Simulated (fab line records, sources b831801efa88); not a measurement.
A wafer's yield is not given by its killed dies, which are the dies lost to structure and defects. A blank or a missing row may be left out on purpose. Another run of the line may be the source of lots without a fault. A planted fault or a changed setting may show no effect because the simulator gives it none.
Check for tools in common | flow sky130 | Lots sampled 11, wafers sampled 33

REASON IT WAS OPENED
Of 11 lots, 2 have the reading SD_P_TW flagged at SKY_SD_P_TW_MEAS_11. Wafers without a fault read 2851, standard deviation 13.
Rule: a lot is flagged when every wafer of it that has a number lies more than 4 standard deviations from that mean, or none has a number. As for the other lots, they are considered sound.

lot  | measured     | on           | SD_P_TW, wafer by wafer | flag
L605 | day 25 04:16 | filmMetro-04 | 2844 2848 2842          | 
L607 | day 26 15:44 | filmMetro-01 | 2887 2882 2865          | 
L608 | day 26 19:10 | filmMetro-04 | 2847 2840 2836          | 
L611 | day 27 18:28 | filmMetro-02 | 2851 2841 2837          | 
L614 | day 28 14:01 | filmMetro-04 | 2839 2843 2834          | 
L615 | day 29 11:34 | filmMetro-04 | 2848 2851 2845          | 
L617 | day 29 20:53 | filmMetro-01 | 2994 3015 3029          | FLAGGED
L618 | day 29 23:56 | filmMetro-02 | 3005 3009 3010          | FLAGGED
L626 | day 32 19:38 | filmMetro-01 | 2843 2845 2844          | 
L627 | day 32 19:56 | filmMetro-02 | 2849 2834 2854          | 
L628 | day 33 07:35 | filmMetro-04 | 2875 2858 2854          | 
Average over the flagged lots: 3010; offset from the usual +159, equal to +12 standard deviations.

TOOL THAT RAN EACH LOT
The record holds 3 process steps before the reading, out of a route of 708 steps. Each cell gives the tool, then ch followed by the chambers the sampled wafers passed through, then the start.
lot  | flag    | SKY_POLY_GATE_ETCH_15             | SKY_SD_P_IMPLANT_09             | SKY_SD_P_STRIP_10
L605 |         | rieDiel-04 ch 0,1, day 16 01:09   | implanter-04 ch 0, day 25 04:02 | plasmaAsher-03 ch 0,1, day 25 04:09
L607 |         | rieDiel-04 ch 0,1, day 17 07:11   | implanter-04 ch 0, day 26 15:32 | plasmaAsher-02 ch 0,1, day 26 15:38
L608 |         | rieDiel-03 ch 0,1, day 17 15:23   | implanter-01 ch 0, day 26 18:55 | plasmaAsher-03 ch 0,1, day 26 19:04
L611 |         | rieDiel-03 ch 1,2,3, day 18 17:57 | implanter-01 ch 0, day 27 18:14 | plasmaAsher-03 ch 1, day 27 18:21
L614 |         | rieDiel-03 ch 0,2,3, day 19 16:02 | implanter-02 ch 0, day 28 13:47 | plasmaAsher-02 ch 0,1, day 28 13:54
L615 |         | rieDiel-03 ch 0,1,3, day 20 15:44 | implanter-01 ch 0, day 29 11:20 | plasmaAsher-01 ch 0,1, day 29 11:27
L617 | FLAGGED | rieDiel-03 ch 0,1,2, day 21 02:30 | implanter-02 ch 0, day 29 20:38 | plasmaAsher-01 ch 0,1, day 29 20:47
L618 | FLAGGED | rieDiel-03 ch 2,3, day 21 05:32   | implanter-02 ch 0, day 29 23:42 | plasmaAsher-01 ch 0,1, day 29 23:49
L626 |         | rieDiel-03 ch 0,2, day 24 04:44   | implanter-04 ch 0, day 32 19:24 | plasmaAsher-01 ch 0,1, day 32 19:32
L627 |         | rieDiel-03 ch 0,2,3, day 24 06:11 | implanter-02 ch 0, day 32 19:42 | plasmaAsher-02 ch 0,1, day 32 19:50
L628 |         | rieDiel-03 ch 1,3, day 24 17:36   | implanter-01 ch 0, day 33 07:21 | plasmaAsher-03 ch 0,1, day 33 07:28
What the steps here do:
- SKY_POLY_GATE_ETCH_15: etches BARC in N2/H2, stops on SiO2, time 118.5 s, target depth 110 nm.
- SKY_SD_P_IMPLANT_09
- SKY_SD_P_STRIP_10: strips in O2/N2.
- SKY_SD_P_TW_MEAS_11

FLAGGED AGAINST TOTAL, ONE TOOL AT A TIME (gauges that did the reading follow at the end)
step                  | tool           | lots run | flagged | share of the flagged lots | sound lots run after its first flagged lot
SKY_POLY_GATE_ETCH_15 | rieDiel-03     | 9        | 2       | all                       | 3 (L626,L627,L628)
SKY_POLY_GATE_ETCH_15 | rieDiel-04     | 2        | 0       | none                      | -
SKY_SD_P_IMPLANT_09   | implanter-01   | 4        | 0       | none                      | -
SKY_SD_P_IMPLANT_09   | implanter-02   | 4        | 2       | all                       | 1 (L627)
SKY_SD_P_IMPLANT_09   | implanter-04   | 3        | 0       | none                      | -
SKY_SD_P_STRIP_10     | plasmaAsher-01 | 4        | 2       | all                       | 1 (L626)
SKY_SD_P_STRIP_10     | plasmaAsher-02 | 3        | 0       | none                      | -
SKY_SD_P_STRIP_10     | plasmaAsher-03 | 4        | 0       | none                      | -
SKY_SD_P_TW_MEAS_11   | filmMetro-01   | 3        | 1       | some                      | 1 (L626)
SKY_SD_P_TW_MEAS_11   | filmMetro-02   | 3        | 1       | some                      | 1 (L627)
SKY_SD_P_TW_MEAS_11   | filmMetro-04   | 5        | 0       | none                      | -

WHAT IS ALLOWED BY THE TABLE
Every flagged lot was run by 3 rows of the table: rieDiel-03 at SKY_POLY_GATE_ETCH_15, implanter-02 at SKY_SD_P_IMPLANT_09 and plasmaAsher-01 at SKY_SD_P_STRIP_10.
- rieDiel-03 at SKY_POLY_GATE_ETCH_15 ran 9 lots, 2 of them flagged. After the first flagged lot (L626, L627, L628), sound lots still ran on it; a lasting fault on the whole tool would not permit that.
- implanter-02 at SKY_SD_P_IMPLANT_09 ran 4 lots, 2 of them flagged. After the first flagged lot (L627), sound lots still ran on it; a lasting fault on the whole tool would not permit that. Its own readings lie more than 4 standard deviations out on every wafer of the flagged lots: beamEnergyKeV.
- plasmaAsher-01 at SKY_SD_P_STRIP_10 ran 4 lots, 2 of them flagged. After the first flagged lot (L626), sound lots still ran on it; a lasting fault on the whole tool would not permit that. Its own readings lie more than 4 standard deviations out on every wafer of the flagged lots: stripTimeToEndpointS.
There is no row in the table that ran each flagged lot and no sound lot after the first.

WHAT THE SIMULATOR HAD PUT IN
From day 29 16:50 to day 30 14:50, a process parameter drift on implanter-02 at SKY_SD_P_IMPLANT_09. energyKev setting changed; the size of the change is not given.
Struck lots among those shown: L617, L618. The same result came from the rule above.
